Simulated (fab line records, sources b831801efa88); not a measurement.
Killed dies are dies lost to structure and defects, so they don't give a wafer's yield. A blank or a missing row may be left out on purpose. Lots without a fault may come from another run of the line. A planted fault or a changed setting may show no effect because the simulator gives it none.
Which tool did it? | flow sky130 | 15 lots, 45 wafers sampled, at 3 steps of a route of 708

WHAT THE GAUGES READ, wafer by wafer
SKY_NWELL_OVL_MEAS_10. Usual: NWELL_00_OVL 0.0 nm, standard deviation 1.5.
lot  | measured     | on         | NWELL_00_OVL (nm) | flag
L152 | day 4 22:01  | overlay-01 | 0.5 1.8 -0.4      |
L153 | day 5 03:44  | overlay-02 | 0.3 -0.2 0.9      |
L154 | day 5 10:08  | overlay-01 | -0.6 -1.1 -0.9    |
L155 | day 5 12:52  | overlay-01 | -0.9 -1.3 -1.1    |
L156 | day 5 19:37  | overlay-02 | 0.1 1.1 3.3       |
L157 | day 6 00:11  | overlay-01 | -3.6 -2.4 -1.2    |
L158 | day 6 05:19  | overlay-02 | 1.5 2.1 1.9       |
L161 | day 7 02:33  | overlay-02 | 0.2 -0.1 0.9      |
L162 | day 7 06:56  | overlay-01 | 0.0 -0.4 -0.3     |
L163 | day 7 12:59  | overlay-02 | -1.0 -1.2 0.1     |
L165 | day 8 02:08  | overlay-01 | 0.8 2.2 1.4       |
L170 | day 9 06:32  | overlay-01 | -1.6 -1.7 -1.6    |
L172 | day 10 00:04 | overlay-02 | 1.8 0.3 -0.6      |
L173 | day 10 06:15 | overlay-01 | 1.2 0.9 1.1       |
L174 | day 10 09:07 | overlay-02 | 3.8 3.1 2.5       |

SKY_VT_ADJUST_HVTP_CD_MEAS_07: target cd 380 nm. Usual: cd_nm 380 nm, standard deviation 3.
lot  | measured     | on        | cd_nm (nm)  | flag
L152 | day 6 12:19  | cd_sem-02 | 382 382 381 |
L153 | day 6 18:50  | cd_sem-01 | 379 380 378 |
L154 | day 7 01:35  | cd_sem-02 | 381 382 381 |
L155 | day 7 04:19  | cd_sem-01 | 383 382 380 |
L156 | day 7 11:02  | cd_sem-01 | 380 382 382 |
L157 | day 7 15:31  | cd_sem-01 | 381 378 378 |
L158 | day 7 21:13  | cd_sem-02 | 379 378 379 |
L161 | day 8 21:40  | cd_sem-02 | 385 383 385 |
L162 | day 9 01:05  | cd_sem-02 | 379 382 381 |
L163 | day 9 08:31  | cd_sem-01 | 385 385 387 |
L165 | day 9 22:49  | cd_sem-01 | 376 375 375 |
L170 | day 11 06:11 | cd_sem-02 | 377 376 377 |
L172 | day 12 00:04 | cd_sem-02 | 379 380 380 |
L173 | day 12 07:19 | cd_sem-01 | 384 386 384 |
L174 | day 12 10:40 | cd_sem-01 | 375 376 376 |

SKY_VT_ADJUST_LVTN_OVL_MEAS_18. Usual: VT_ADJUST_LVTN_01_OVL -0.4 nm, standard deviation 1.6.
lot  | measured     | on         | VT_ADJUST_LVTN_01_OVL (nm) | flag
L152 | day 8 04:50  | overlay-01 | -0.9 -0.6 0.9              |
L153 | day 8 11:40  | overlay-01 | -0.2 0.1 -0.7              |
L154 | day 8 18:41  | overlay-02 | 2.3 1.1 2.4                |
L155 | day 8 22:18  | overlay-02 | -0.2 0.6 0.4               |
L156 | day 9 04:57  | overlay-01 | 0.4 -0.6 0.0               |
L157 | day 9 10:28  | overlay-02 | 1.3 1.5 1.4                |
L158 | day 9 16:46  | overlay-01 | -1.6 -1.4 -2.1             |
L161 | day 10 19:44 | overlay-02 | 2.9 1.7 0.2                |
L162 | day 10 23:05 | overlay-02 | 1.5 0.5 2.0                |
L163 | day 11 08:17 | overlay-02 | -3.0 -1.9 -1.4             |
L165 | day 11 22:46 | overlay-02 | -1.0 -2.1 -1.8             |
L170 | day 13 10:56 | overlay-01 | 0.2 -1.1 -1.4              |
L172 | day 14 02:08 | overlay-01 | -2.1 -1.3 -2.3             |
L173 | day 14 09:32 | overlay-01 | 0.0 -0.4 1.9               |
L174 | day 14 15:47 | overlay-01 | 0.8 1.1 0.3                |

WHICH TOOL RAN EACH LOT (tool, then ch and the chambers of the sampled wafers, then the start)
The record holds no process step before these readings.

WHAT THE TOOLS THEMSELVES READ (means of the sampled wafers that have a number; where no wafer has one, the mark that the record gives instead)
The record holds no such reading with a usual standard deviation.

THE ANSWER, worked out from the rows above alone
Rule: a lot is off if the mean of its wafers that have a number lies more than 3 standard deviations from the usual mean. A lot without any number at a reading at which 4 lots or more have one is off too. The other lots that the step has rows for count as sound. The gauges are gone through in route order, then the tools' own readings, and for those a lot's mean is taken as printed above. The first step at which some lot is off is used, and at that step the reading that is off furthest; a lot without a number counts as furthest.
No lot is off at any reading shown: from this, nothing can be told.

WHAT THE SIMULATOR HAD PUT IN
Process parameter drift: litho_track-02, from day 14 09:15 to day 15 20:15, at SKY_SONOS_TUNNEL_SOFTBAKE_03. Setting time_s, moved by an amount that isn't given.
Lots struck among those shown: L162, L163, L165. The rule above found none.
